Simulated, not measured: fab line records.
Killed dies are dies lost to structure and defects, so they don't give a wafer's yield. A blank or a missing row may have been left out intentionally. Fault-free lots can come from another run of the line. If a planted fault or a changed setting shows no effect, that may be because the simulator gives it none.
fab line records :: flow sky130
[record]
  lots = 6
  wafers = 18
  last_day = 50
route steps=708 shown CAP2M@614 METAL4@621 PAD_OPEN@708
lots with no fault: from the same line, run without faults
start_h: hours from the record's opening day to when the first of the lot's shown wafers began :: wait_h: hours from the lot's prior step to this one :: " identical to the entry in the row above :: L1.1+2: several wafers, shown together as one row :: - value missing, or start not given :: * or withheld: withheld :: < > ~ a bound
route shown NAME@n: names a module that has steps shown in the file, with the first one's number in the route :: usual: the fault-free wafers' mean and standard deviation :: same: alike in all rows :: chamber/n: place in a boat :: sites: readings site by site :: _std_site: how widely they spread, as a standard deviation :: _edge_site: mean of outer sites minus mean of inner sites :: radius_mm: for every site, how far away it sits from the centre of the wafer :: mask NAME#n: copy n :: behind: the tool/chamber that last shaped the wafer :: hold: cause of the lot's hold/its duration in hours/its outcome :: device: the transistor (n, p or np) that didn't switch :: end of line: tests of these same wafers at the route's end :: a step given without rows: its recipe and nothing more :: killed: not the wafer's yield, but the dies lost to structure and defects at the first sort :: map: per-die view of a wafer (x killed, . not killed, _ where there is no die)
set.NAME: the setting the step ran with; set.NAME@STEP: the setting that earlier step ran with :: model.NAME: the simulator's own value behind a step, which no gauge read
lots seen at some steps along the route; tables by step, rows by wafer
services: a tool's chamber out of use, with start hour (start_h, from the record's first day; less than 0 if before it), hours out, and reason
[[steps]]
[step SKY_CAP2M_DEVELOP_11]
[recipe]
  resist = NOVOLAK
  developer = TMAH
  develop_time_s = 60
  dev_temp_c = 23
[step SKY_CAP2M_OVL_MEAS_12]
[usual]
  CAP2M_OVL = -0.6/2
lot.wafer: L334.4
tool: overlay-01
chamber: -
start_h: 953.23
wait_h: 0.1
CAP2M_OVL[nm]: 0.8

lot.wafer: L334.5
tool: overlay-01
chamber: -
start_h: 953.23
wait_h: 0.1
CAP2M_OVL[nm]: 0.3

lot.wafer: L334.6
tool: overlay-01
chamber: -
start_h: 953.23
wait_h: 0.1
CAP2M_OVL[nm]: 1.2

lot.wafer: L341.3
tool: overlay-02
chamber: -
start_h: 1001.60
wait_h: 0.1
CAP2M_OVL[nm]: -0.7

lot.wafer: L341.4
tool: overlay-02
chamber: -
start_h: 1001.60
wait_h: 0.1
CAP2M_OVL[nm]: -3.4

lot.wafer: L341.5
tool: overlay-02
chamber: -
start_h: 1001.60
wait_h: 0.1
CAP2M_OVL[nm]: -1.1

lot.wafer: L343.1
tool: overlay-02
chamber: -
start_h: 1029.09
wait_h: 0.1
CAP2M_OVL[nm]: -1.8

lot.wafer: L343.2
tool: overlay-02
chamber: -
start_h: 1029.09
wait_h: 0.1
CAP2M_OVL[nm]: -4.4

lot.wafer: L343.6
tool: overlay-02
chamber: -
start_h: 1029.09
wait_h: 0.1
CAP2M_OVL[nm]: -2.6

lot.wafer: L352.1
tool: overlay-01
chamber: -
start_h: 1076.71
wait_h: 0.1
CAP2M_OVL[nm]: -1.9

lot.wafer: L352.4
tool: overlay-01
chamber: -
start_h: 1076.71
wait_h: 0.1
CAP2M_OVL[nm]: -1.6

lot.wafer: L352.5
tool: overlay-01
chamber: -
start_h: 1076.71
wait_h: 0.1
CAP2M_OVL[nm]: -1.7

lot.wafer: L356.3
tool: overlay-02
chamber: -
start_h: 1094.90
wait_h: 0.1
CAP2M_OVL[nm]: -1.0

lot.wafer: L356.5
tool: overlay-02
chamber: -
start_h: 1094.90
wait_h: 0.1
CAP2M_OVL[nm]: -1.3

lot.wafer: L356.6
tool: overlay-02
chamber: -
start_h: 1094.90
wait_h: 0.1
CAP2M_OVL[nm]: 1.0

lot.wafer: L357.2
tool: overlay-02
chamber: -
start_h: 1098.92
wait_h: 0.1
CAP2M_OVL[nm]: -0.4

lot.wafer: L357.3
tool: overlay-02
chamber: -
start_h: 1098.92
wait_h: 0.1
CAP2M_OVL[nm]: -0.3

lot.wafer: L357.6
tool: overlay-02
chamber: -
start_h: 1098.92
wait_h: 0.1
CAP2M_OVL[nm]: 1.3
[step SKY_CAP2M_METAL_ETCH_13]
[recipe]
  target_depth_nm = 220
  stop_on = SiO2
  chemistry = Cl2/BCl3
  target = TiN
  pressure_mtorr = 10
  icp_w = 900
  bias_w = 48.5
  Cl2_flow_sccm = 60
  bcl3_flow_sccm = 30
  time_s = 62.9
[usual]
  bcl3_flow_sccm = 30.00/0.1
  drypump_motor_current_A = 5.80/0.25
  oes_product_au = 0.942/0.0071
  throttle_valve_pct = 21.903/0.011
lot.wafer: L334.4
tool: rie_metal-04
chamber: 1
start_h: 953.27
wait_h: 0.0
bcl3_flow_sccm: 29.89
drypump_motor_current_A: 5.85
oes_product_au: 0.942
rf_hours_counter_h: -
throttle_valve_pct: 21.909

lot.wafer: L334.5
tool: rie_metal-04
chamber: 0
start_h: 953.27
wait_h: 0.0
bcl3_flow_sccm: 30.03
drypump_motor_current_A: 6.06
oes_product_au: 0.941
rf_hours_counter_h: -
throttle_valve_pct: 21.891

lot.wafer: L334.6
tool: rie_metal-04
chamber: 1
start_h: 953.27
wait_h: 0.0
bcl3_flow_sccm: 30.01
drypump_motor_current_A: 5.84
oes_product_au: 0.935
rf_hours_counter_h: -
throttle_valve_pct: 21.886

lot.wafer: L341.3
tool: rie_metal-03
chamber: 1
start_h: 1001.65
wait_h: 0.0
bcl3_flow_sccm: 30.03
drypump_motor_current_A: 5.40
oes_product_au: 0.954
rf_hours_counter_h: -
throttle_valve_pct: 21.901

lot.wafer: L341.4
tool: rie_metal-03
chamber: 0
start_h: 1001.65
wait_h: 0.0
bcl3_flow_sccm: 29.92
drypump_motor_current_A: 5.81
oes_product_au: 0.947
rf_hours_counter_h: -
throttle_valve_pct: 21.892

lot.wafer: L341.5
tool: rie_metal-03
chamber: 1
start_h: 1001.65
wait_h: 0.0
bcl3_flow_sccm: 30.03
drypump_motor_current_A: 5.39
oes_product_au: 0.943
rf_hours_counter_h: -
throttle_valve_pct: 21.884

lot.wafer: L343.1
tool: rie_metal-03
chamber: 0
start_h: 1029.13
wait_h: 0.0
bcl3_flow_sccm: 29.89
drypump_motor_current_A: 5.85
oes_product_au: 0.925
rf_hours_counter_h: 12
throttle_valve_pct: 21.912

lot.wafer: L343.2
tool: rie_metal-03
chamber: 1
start_h: 1029.13
wait_h: 0.0
bcl3_flow_sccm: 29.90
drypump_motor_current_A: 5.40
oes_product_au: 0.937
rf_hours_counter_h: 17
throttle_valve_pct: 21.918

lot.wafer: L343.6
tool: rie_metal-03
chamber: 1
start_h: 1029.13
wait_h: 0.0
bcl3_flow_sccm: 30.01
drypump_motor_current_A: 5.38
oes_product_au: 0.932
rf_hours_counter_h: -
throttle_valve_pct: 21.913

lot.wafer: L352.1
tool: rie_metal-03
chamber: 0
start_h: 1076.75
wait_h: 0.0
bcl3_flow_sccm: 30.11
drypump_motor_current_A: 5.85
oes_product_au: 0.943
rf_hours_counter_h: 16
throttle_valve_pct: 21.886

lot.wafer: L352.4
tool: rie_metal-03
chamber: 1
start_h: 1076.75
wait_h: 0.0
bcl3_flow_sccm: 30.10
drypump_motor_current_A: 5.38
oes_product_au: 0.954
rf_hours_counter_h: -
throttle_valve_pct: 21.902

lot.wafer: L352.5
tool: rie_metal-03
chamber: 0
start_h: 1076.75
wait_h: 0.0
bcl3_flow_sccm: 30.02
drypump_motor_current_A: 5.85
oes_product_au: 0.941
rf_hours_counter_h: -
throttle_valve_pct: 21.906

lot.wafer: L356.3
tool: rie_metal-01
chamber: 1
start_h: 1094.95
wait_h: 0.0
bcl3_flow_sccm: 30.14
drypump_motor_current_A: 5.71
oes_product_au: 0.943
rf_hours_counter_h: -
throttle_valve_pct: 21.901

lot.wafer: L356.5
tool: rie_metal-01
chamber: 0
start_h: 1094.95
wait_h: 0.0
bcl3_flow_sccm: 30.20
drypump_motor_current_A: 6.10
oes_product_au: 0.943
rf_hours_counter_h: -
throttle_valve_pct: 21.890

lot.wafer: L356.6
tool: rie_metal-01
chamber: 1
start_h: 1094.95
wait_h: 0.0
bcl3_flow_sccm: 30.18
drypump_motor_current_A: 5.70
oes_product_au: 0.947
rf_hours_counter_h: -
throttle_valve_pct: 21.905

lot.wafer: L357.2
tool: rie_metal-03
chamber: 1
start_h: 1098.95
wait_h: 0.0
bcl3_flow_sccm: 30.09
drypump_motor_current_A: 5.41
oes_product_au: 0.950
rf_hours_counter_h: 22
throttle_valve_pct: 21.924

lot.wafer: L357.3
tool: rie_metal-03
chamber: 1
start_h: 1098.95
wait_h: 0.0
bcl3_flow_sccm: 29.99
drypump_motor_current_A: 5.38
oes_product_au: 0.956
rf_hours_counter_h: -
throttle_valve_pct: 21.891

lot.wafer: L357.6
tool: rie_metal-03
chamber: 1
start_h: 1098.95
wait_h: 0.0
bcl3_flow_sccm: 30.06
drypump_motor_current_A: 5.39
oes_product_au: 0.946
rf_hours_counter_h: -
throttle_valve_pct: 21.898
[step SKY_CAP2M_STRIP_14]
[recipe]
  chemistry = O2/N2
  power_w = 1400
  pressure_mtorr = 1500
  platen_temp_c = withheld
  o2_flow_sccm = 3000
  n2_flow_sccm = 300
  overash_fraction = 0.5
[usual]
  drypump_motor_current_A = 5.7/0.48
  oes_product_au = 0.711/0.0048
  strip_time_to_endpoint_s = 12.65/0.057
lot.wafer: L334.4
tool: plasma_asher-02
chamber: 0
start_h: 953.36
wait_h: 0.1
drypump_motor_current_A: 4.8
oes_product_au: 0.707
rf_hours_counter_h: -
strip_time_to_endpoint_s: 12.66

lot.wafer: L334.5
tool: plasma_asher-02
chamber: 0
start_h: 953.36
wait_h: 0.1
drypump_motor_current_A: 4.8
oes_product_au: 0.712
rf_hours_counter_h: -
strip_time_to_endpoint_s: 12.66

lot.wafer: L334.6
tool: plasma_asher-02
chamber: 1
start_h: 953.36
wait_h: 0.1
drypump_motor_current_A: 5.8
oes_product_au: 0.697
rf_hours_counter_h: -
strip_time_to_endpoint_s: 12.69

lot.wafer: L341.3
tool: plasma_asher-04
chamber: 1
start_h: 1001.74
wait_h: 0.1
drypump_motor_current_A: 5.9
oes_product_au: 0.717
rf_hours_counter_h: -
strip_time_to_endpoint_s: 12.73

lot.wafer: L341.4
tool: plasma_asher-04
chamber: 0
start_h: 1001.74
wait_h: 0.1
drypump_motor_current_A: 6.0
oes_product_au: 0.709
rf_hours_counter_h: -
strip_time_to_endpoint_s: 12.69

lot.wafer: L341.5
tool: plasma_asher-04
chamber: 1
start_h: 1001.74
wait_h: 0.1
drypump_motor_current_A: 5.9
oes_product_au: 0.711
rf_hours_counter_h: -
strip_time_to_endpoint_s: 12.73

lot.wafer: L343.1
tool: plasma_asher-01
chamber: 0
start_h: 1029.20
wait_h: 0.1
drypump_motor_current_A: 6.3
oes_product_au: 0.707
rf_hours_counter_h: 122
strip_time_to_endpoint_s: 12.65

lot.wafer: L343.2
tool: plasma_asher-01
chamber: 1
start_h: 1029.20
wait_h: 0.1
drypump_motor_current_A: 5.7
oes_product_au: 0.709
rf_hours_counter_h: 122
strip_time_to_endpoint_s: 12.66

lot.wafer: L343.6
tool: plasma_asher-01
chamber: 1
start_h: 1029.20
wait_h: 0.1
drypump_motor_current_A: 5.6
oes_product_au: 0.716
rf_hours_counter_h: -
strip_time_to_endpoint_s: 12.61

lot.wafer: L352.1
tool: plasma_asher-02
chamber: 1
start_h: 1076.82
wait_h: 0.1
drypump_motor_current_A: 5.8
oes_product_au: 0.712
rf_hours_counter_h: 92
strip_time_to_endpoint_s: 12.68

lot.wafer: L352.4
tool: plasma_asher-02
chamber: 1
start_h: 1076.82
wait_h: 0.1
drypump_motor_current_A: 5.8
oes_product_au: 0.711
rf_hours_counter_h: -
strip_time_to_endpoint_s: 12.66

lot.wafer: L352.5
tool: plasma_asher-02
chamber: 0
start_h: 1076.82
wait_h: 0.1
drypump_motor_current_A: 4.8
oes_product_au: 0.713
rf_hours_counter_h: -
strip_time_to_endpoint_s: 12.65

lot.wafer: L356.3
tool: plasma_asher-01
chamber: 0
start_h: 1095.04
wait_h: 0.1
drypump_motor_current_A: 6.3
oes_product_au: 0.716
rf_hours_counter_h: -
strip_time_to_endpoint_s: 12.71

lot.wafer: L356.5
tool: plasma_asher-01
chamber: 0
start_h: 1095.04
wait_h: 0.1
drypump_motor_current_A: 6.3
oes_product_au: 0.717
rf_hours_counter_h: -
strip_time_to_endpoint_s: 12.60

lot.wafer: L356.6
tool: plasma_asher-01
chamber: 1
start_h: 1095.04
wait_h: 0.1
drypump_motor_current_A: 5.6
oes_product_au: 0.715
rf_hours_counter_h: -
strip_time_to_endpoint_s: 12.67

lot.wafer: L357.2
tool: plasma_asher-01
chamber: 0
start_h: 1099.03
wait_h: 0.1
drypump_motor_current_A: 6.3
oes_product_au: 0.708
rf_hours_counter_h: 3
strip_time_to_endpoint_s: 12.61

lot.wafer: L357.3
tool: plasma_asher-01
chamber: 0
start_h: 1099.03
wait_h: 0.1
drypump_motor_current_A: 6.3
oes_product_au: 0.708
rf_hours_counter_h: -
strip_time_to_endpoint_s: 12.61

lot.wafer: L357.6
tool: plasma_asher-01
chamber: 0
start_h: 1099.03
wait_h: 0.1
drypump_motor_current_A: 6.3
oes_product_au: 0.716
rf_hours_counter_h: -
strip_time_to_endpoint_s: 12.63
[step SKY_CAP2M_STRIP_15]
[recipe]
  chemistry = post_etch_residue_remover
  time_s = 1200
  temp_c = 72.5
[step SKY_CAP2M_CLEAN_16]
[recipe]
  chemistry = IPA
  time_s = 180
  temp_c = 25
[step SKY_CAP2M_CLEAN_17]
[recipe]
  chemistry = O3/DIW
  dry = n2_spin
[step SKY_METAL4_DEHYDRATE_05]
[recipe]
  temp_c = 200
  time_s = 60
[step SKY_METAL4_HMDS_06]
[recipe]
  prime_time_s = 60
  prime_temp_c = 120
[step SKY_METAL4_COAT_07]
[recipe]
  resist = BARC
  temp_c = withheld
  time_s = withheld
  spin_rpm = 3000
  resist_thk_nm = 60
[step SKY_METAL4_COAT_08]
[recipe]
  resist = KrF-thick
  spin_rpm = 3000
  resist_thk_nm = 1140
[step SKY_METAL4_SOFTBAKE_09]
[recipe]
  temp_c = 100
  time_s = 90
  resist = KrF-thick
[step SKY_METAL4_EXPOSE_10]
[recipe]
  mask_id = MM4
  na = 0.68
  source_shape = annular
  sigma_inner = 0.4
  sigma_outer = 0.8
  target_cd_nm = 300
  dose_mj = 28
lot.wafer: L334.4+5+6
tool: krf_scanner-02
chamber: 0
start_h: 966.67
wait_h: -
mask: MM4#0
model.METAL4.overlay_x_nm: 2.79

lot.wafer: L341.3+4+5
tool: krf_scanner-01
chamber: 0
start_h: 1014.15
wait_h: -
mask: MM4#0
model.METAL4.overlay_x_nm: -3.286

lot.wafer: L343.1+2+6
tool: krf_scanner-01
chamber: 0
start_h: 1041.21
wait_h: -
mask: MM4#0
model.METAL4.overlay_x_nm: -3.797

lot.wafer: L352.1+4+5
tool: krf_scanner-02
chamber: 0
start_h: 1087.97
wait_h: -
mask: MM4#0
model.METAL4.overlay_x_nm: 11.14

lot.wafer: L356.3+5+6
tool: krf_scanner-02
chamber: 0
start_h: 1105.96
wait_h: -
mask: MM4#0
model.METAL4.overlay_x_nm: 8.277

lot.wafer: L357.2+3+6
tool: krf_scanner-01
chamber: 0
start_h: 1110.26
wait_h: -
mask: MM4#0
model.METAL4.overlay_x_nm: -3.652
[step SKY_METAL4_PEB_11]
[recipe]
  peb_temp_c = withheld
  peb_time_s = withheld
  resist = KrF-thick
[step SKY_PAD_OPEN_PROBE_99]
[usual]
  defect_limited_yield = 82.7/2.1
  killed_at_M0_to_M3 = 43/7.2
  killed_at_M4_up = 3.2/1.8
  killed_at_contacts = 23/5.6
  killed_at_front_end = 15/4.6
  killed_at_other = 0.3/0.71
  killed_dies = 85/10
  killed_open = 46/7.8
  killed_short = 38/6.5
  sort_bin_3_pad_short = 0.8/0.38
  sort_bin_5_function = 10.2/1.5
  sort_bin_6_memory = 6.3/1.2
  sort_n_pass = 407/10
  sort_yield_pct = 82.7/2.1
[same]
  gross_dies = 492
  killed_at_back_side = 0
  sort_bin_4_leakage[%] = 0
  sort_bin_8_speed[%] = 0
lot.wafer: L334.4
tool: prober-01
chamber: -
start_h: 1074.13
wait_h: 0.2
defect_limited_yield[%]: 78.9
killed_at_M0_to_M3: 54
killed_at_M4_up: 4
killed_at_contacts: 20
killed_at_front_end: 25
killed_at_other: 1
killed_dies: 104
killed_open: 54
killed_short: 46
sort_bin_3_pad_short[%]: 1.0
sort_bin_5_function[%]: 12.4
sort_bin_6_memory[%]: 7.7
sort_n_pass: 388
sort_yield_pct[%]: 78.9

lot.wafer: L334.5
tool: prober-01
chamber: -
start_h: 1074.18
wait_h: 0.2
defect_limited_yield[%]: 81.3
killed_at_M0_to_M3: 39
killed_at_M4_up: 1
killed_at_contacts: 31
killed_at_front_end: 19
killed_at_other: 2
killed_dies: 92
killed_open: 60
killed_short: 30
sort_bin_3_pad_short[%]: 0.4
sort_bin_5_function[%]: 11.4
sort_bin_6_memory[%]: 6.9
sort_n_pass: 400
sort_yield_pct[%]: 81.3

lot.wafer: L334.6
tool: prober-01
chamber: -
start_h: 1074.23
wait_h: 0.2
defect_limited_yield[%]: 81.3
killed_at_M0_to_M3: 39
killed_at_M4_up: 6
killed_at_contacts: 25
killed_at_front_end: 22
killed_at_other: 0
killed_dies: 92
killed_open: 37
killed_short: 54
sort_bin_3_pad_short[%]: 1.6
sort_bin_5_function[%]: 10.6
sort_bin_6_memory[%]: 6.5
sort_n_pass: 400
sort_yield_pct[%]: 81.3

lot.wafer: L352.1
tool: prober-01
chamber: -
start_h: 1177.83
wait_h: 0.1
defect_limited_yield[%]: 84.1
killed_at_M0_to_M3: 43
killed_at_M4_up: 4
killed_at_contacts: 15
killed_at_front_end: 16
killed_at_other: 0
killed_dies: 78
killed_open: 42
killed_short: 36
sort_bin_3_pad_short[%]: 0.4
sort_bin_5_function[%]: 8.9
sort_bin_6_memory[%]: 6.5
sort_n_pass: 414
sort_yield_pct[%]: 84.1

lot.wafer: L352.4
tool: prober-01
chamber: -
start_h: 1177.98
wait_h: 0.2
defect_limited_yield[%]: 85.4
killed_at_M0_to_M3: 45
killed_at_M4_up: 2
killed_at_contacts: 15
killed_at_front_end: 10
killed_at_other: 0
killed_dies: 72
killed_open: 39
killed_short: 33
sort_bin_3_pad_short[%]: 0.6
sort_bin_5_function[%]: 8.9
sort_bin_6_memory[%]: 5.1
sort_n_pass: 420
sort_yield_pct[%]: 85.4

lot.wafer: L352.5
tool: prober-01
chamber: -
start_h: 1178.03
wait_h: 0.2
defect_limited_yield[%]: 79.1
killed_at_M0_to_M3: 57
killed_at_M4_up: 5
killed_at_contacts: 25
killed_at_front_end: 16
killed_at_other: 0
killed_dies: 103
killed_open: 54
killed_short: 49
sort_bin_3_pad_short[%]: 1.2
sort_bin_5_function[%]: 12.6
sort_bin_6_memory[%]: 7.1
sort_n_pass: 389
sort_yield_pct[%]: 79.1

lot.wafer: L356.3
tool: prober-01
chamber: -
start_h: 1194.28
wait_h: 0.2
defect_limited_yield[%]: 86.0
killed_at_M0_to_M3: 33
killed_at_M4_up: 2
killed_at_contacts: 19
killed_at_front_end: 15
killed_at_other: 0
killed_dies: 69
killed_open: 35
killed_short: 34
sort_bin_3_pad_short[%]: 0.2
sort_bin_5_function[%]: 9.8
sort_bin_6_memory[%]: 4.1
sort_n_pass: 423
sort_yield_pct[%]: 86.0

lot.wafer: L356.5
tool: prober-01
chamber: -
start_h: 1194.38
wait_h: 0.2
defect_limited_yield[%]: 84.6
killed_at_M0_to_M3: 37
killed_at_M4_up: 6
killed_at_contacts: 20
killed_at_front_end: 13
killed_at_other: 0
killed_dies: 76
killed_open: 51
killed_short: 25
sort_bin_3_pad_short[%]: 0
sort_bin_5_function[%]: 7.7
sort_bin_6_memory[%]: 7.7
sort_n_pass: 416
sort_yield_pct[%]: 84.6

lot.wafer: L356.6
tool: prober-01
chamber: -
start_h: 1194.43
wait_h: 0.2
defect_limited_yield[%]: 82.3
killed_at_M0_to_M3: 37
killed_at_M4_up: 7
killed_at_contacts: 21
killed_at_front_end: 20
killed_at_other: 2
killed_dies: 87
killed_open: 46
killed_short: 41
sort_bin_3_pad_short[%]: 1.6
sort_bin_5_function[%]: 9.1
sort_bin_6_memory[%]: 6.9
sort_n_pass: 405
sort_yield_pct[%]: 82.3

lot.wafer: L357.2
tool: prober-02
chamber: -
start_h: 1197.05
wait_h: 0.1
defect_limited_yield[%]: 82.3
killed_at_M0_to_M3: 39
killed_at_M4_up: 5
killed_at_contacts: 29
killed_at_front_end: 14
killed_at_other: 0
killed_dies: 87
killed_open: 50
killed_short: 36
sort_bin_3_pad_short[%]: 0.2
sort_bin_5_function[%]: 9.6
sort_bin_6_memory[%]: 7.9
sort_n_pass: 405
sort_yield_pct[%]: 82.3

lot.wafer: L357.3
tool: prober-02
chamber: -
start_h: 1197.10
wait_h: 0.2
defect_limited_yield[%]: 80.9
killed_at_M0_to_M3: 49
killed_at_M4_up: 2
killed_at_contacts: 28
killed_at_front_end: 15
killed_at_other: 0
killed_dies: 94
killed_open: 54
killed_short: 40
sort_bin_3_pad_short[%]: 1.2
sort_bin_5_function[%]: 10.0
sort_bin_6_memory[%]: 7.9
sort_n_pass: 398
sort_yield_pct[%]: 80.9

lot.wafer: L357.6
tool: prober-02
chamber: -
start_h: 1197.25
wait_h: 0.2
defect_limited_yield[%]: 82.7
killed_at_M0_to_M3: 45
killed_at_M4_up: 3
killed_at_contacts: 21
killed_at_front_end: 16
killed_at_other: 0
killed_dies: 85
killed_open: 47
killed_short: 37
sort_bin_3_pad_short[%]: 1.2
sort_bin_5_function[%]: 9.8
sort_bin_6_memory[%]: 6.3
sort_n_pass: 407
sort_yield_pct[%]: 82.7
// killed by level:class
L334.4 VIA1:geometric_particle:open=12 METAL2:geometric_particle:short=9 VIA2:geometric_particle:open=9 FIELD_ISO:geometric_particle:short=8 VIA3:geometric_particle:open=6 FIELD_ISO:geometric_particle:open=5 LI_CONTACT:geometric_particle:open=5 VIA1:geometric_particle:short=4
L334.5 VIA1:geometric_particle:open=16 CONTACT:geometric_particle:open=11 LI_CONTACT:geometric_particle:open=10 VIA2:geometric_particle:open=6 CONTACT:geometric_particle:short=6 VIA3:geometric_particle:open=6 POLY_CUT:geometric_particle:open=4 LOCAL_INTERCONNECT:geometric_particle:short=4
L334.6 VIA2:geometric_particle:open=10 METAL1:geometric_particle:short=8 LI_CONTACT:geometric_particle:open=8 POLY_GATE:geometric_particle:short=7 FIELD_ISO:geometric_particle:short=6 LOCAL_INTERCONNECT:geometric_particle:short=6 CONTACT:geometric_particle:open=6 METAL2:geometric_particle:short=6
L352.1 VIA1:geometric_particle:open=14 CONTACT:geometric_particle:open=5 VIA2:geometric_particle:open=5 VIA3:geometric_particle:open=5 METAL2:geometric_particle:short=4 VIA2:geometric_particle:short=4 METAL3:geometric_particle:short=4 FIELD_ISO:geometric_particle:open=3
L352.4 VIA1:geometric_particle:open=10 VIA2:geometric_particle:open=8 CONTACT:geometric_particle:open=7 VIA1:geometric_particle:short=5 LI_CONTACT:geometric_particle:short=4 METAL1:geometric_particle:short=4 METAL2:geometric_particle:short=4 VIA3:geometric_particle:open=4
L352.5 VIA1:geometric_particle:open=12 VIA3:geometric_particle:open=11 METAL1:geometric_particle:short=9 LI_CONTACT:geometric_particle:open=8 CONTACT:geometric_particle:short=6 VIA1:geometric_particle:short=6 CONTACT:geometric_particle:open=5 FIELD_ISO:geometric_particle:short=4
L356.3 CONTACT:geometric_particle:open=7 VIA1:geometric_particle:short=7 FIELD_ISO:geometric_particle:short=5 FIELD_ISO:geometric_particle:open=5 LI_CONTACT:geometric_particle:open=5 VIA1:geometric_particle:open=4 METAL2:geometric_particle:short=4 VIA2:geometric_particle:open=4
L356.5 VIA2:geometric_particle:open=10 LI_CONTACT:geometric_particle:open=9 VIA3:geometric_particle:open=7 VIA1:geometric_particle:open=6 FIELD_ISO:geometric_particle:open=5 POLY_GATE:geometric_particle:open=5 METAL4:geometric_particle:short=4 LOCAL_INTERCONNECT:geometric_particle:short=4
L356.6 VIA1:geometric_particle:open=11 FIELD_ISO:geometric_particle:open=7 LI_CONTACT:geometric_particle:open=6 CONTACT:geometric_particle:open=6 VIA1:geometric_particle:short=6 FIELD_ISO:geometric_particle:short=5 POLY_GATE:geometric_particle:open=5 CONTACT:geometric_particle:short=4
L357.2 CONTACT:geometric_particle:open=15 VIA3:geometric_particle:open=7 METAL2:geometric_particle:short=7 VIA2:geometric_particle:open=7 LI_CONTACT:geometric_particle:open=6 VIA1:geometric_particle:open=6 FIELD_ISO:geometric_particle:short=5 CONTACT:geometric_particle:short=4
L357.3 VIA3:geometric_particle:open=14 LI_CONTACT:geometric_particle:open=9 LOCAL_INTERCONNECT:geometric_particle:short=8 VIA1:geometric_particle:short=7 CONTACT:geometric_particle:open=7 VIA1:geometric_particle:open=6 VIA2:geometric_particle:open=6 POLY_GATE:geometric_particle:open=5
L357.6 VIA3:geometric_particle:open=12 METAL2:geometric_particle:short=8 VIA1:geometric_particle:short=7 CONTACT:geometric_particle:open=6 POLY_GATE:geometric_particle:open=5 LI_CONTACT:geometric_particle:open=5 LOCAL_INTERCONNECT:geometric_particle:short=5 FIELD_ISO:geometric_particle:open=4
[[services]]
tool: plasma_asher-02
chamber: -
start_h: 929.35
hours: 5.5
kind: repair

tool: krf_scanner-01
chamber: -
start_h: 937.99
hours: 0.9
kind: repair

tool: krf_scanner-02
chamber: -
start_h: 943.88
hours: 1.0
kind: pm

tool: krf_scanner-02
chamber: -
start_h: 946.11
hours: 0.8
kind: pm

tool: krf_scanner-02
chamber: -
start_h: 963.49
hours: 2.0
kind: repair

tool: rie_metal-01
chamber: 0
start_h: 970.21
hours: 5.3
kind: repair

tool: krf_scanner-01
chamber: -
start_h: 971.93
hours: 1.0
kind: pm

tool: krf_scanner-02
chamber: -
start_h: 977.17
hours: 4.0
kind: pm

tool: plasma_asher-04
chamber: -
start_h: 977.56
hours: 0.6
kind: repair

tool: rie_metal-04
chamber: 0
start_h: 983.04
hours: 1.4
kind: repair

tool: plasma_asher-02
chamber: -
start_h: 985.82
hours: 14.6
kind: pm

tool: krf_scanner-02
chamber: 0
start_h: 992.65
hours: -
kind: calibration

tool: krf_scanner-02
chamber: -
start_h: 994.15
hours: 1.3
kind: pm

tool: krf_scanner-01
chamber: -
start_h: 999.02
hours: 5.9
kind: repair

tool: krf_scanner-01
chamber: -
start_h: 1007.98
hours: 0.8
kind: pm

tool: rie_metal-01
chamber: 1
start_h: 1027.81
hours: 12.4
kind: repair

tool: krf_scanner-01
chamber: -
start_h: 1030.14
hours: 4.4
kind: pm

tool: krf_scanner-01
chamber: 0
start_h: 1035.83
hours: -
kind: calibration

tool: rie_metal-01
chamber: -
start_h: 1050.84
hours: 0.1
kind: repair

tool: plasma_asher-01
chamber: -
start_h: 1055.25
hours: 9.0
kind: pm

tool: plasma_asher-01
chamber: 0
start_h: 1055.25
hours: 9.0
kind: vent_cycle

tool: plasma_asher-01
chamber: 1
start_h: 1055.25
hours: 9.0
kind: vent_cycle

tool: krf_scanner-01
chamber: -
start_h: 1102.50
hours: 1.3
kind: pm

tool: krf_scanner-01
chamber: -
start_h: 1106.46
hours: 3.6
kind: pm
[[key]]
first_sign none at tools or gauges
[model_effect]
  step = SKY_METAL4_EXPOSE_10
  value = METAL4.overlay_x_nm
  without = 1.462
  struck = 9.709
met_at SKY_METAL4_EXPOSE_10
struck_wafers L352.1,L352.4,L352.5,L356.3,L356.5,L356.6
onset_between 966.67 1087.97
[fault]
  kind = scanner_matching_overlay
  tool = krf_scanner-02
  chamber = -
  onset_h = 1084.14
  steps = SKY_METAL4_EXPOSE_10
  offset = 8.2469
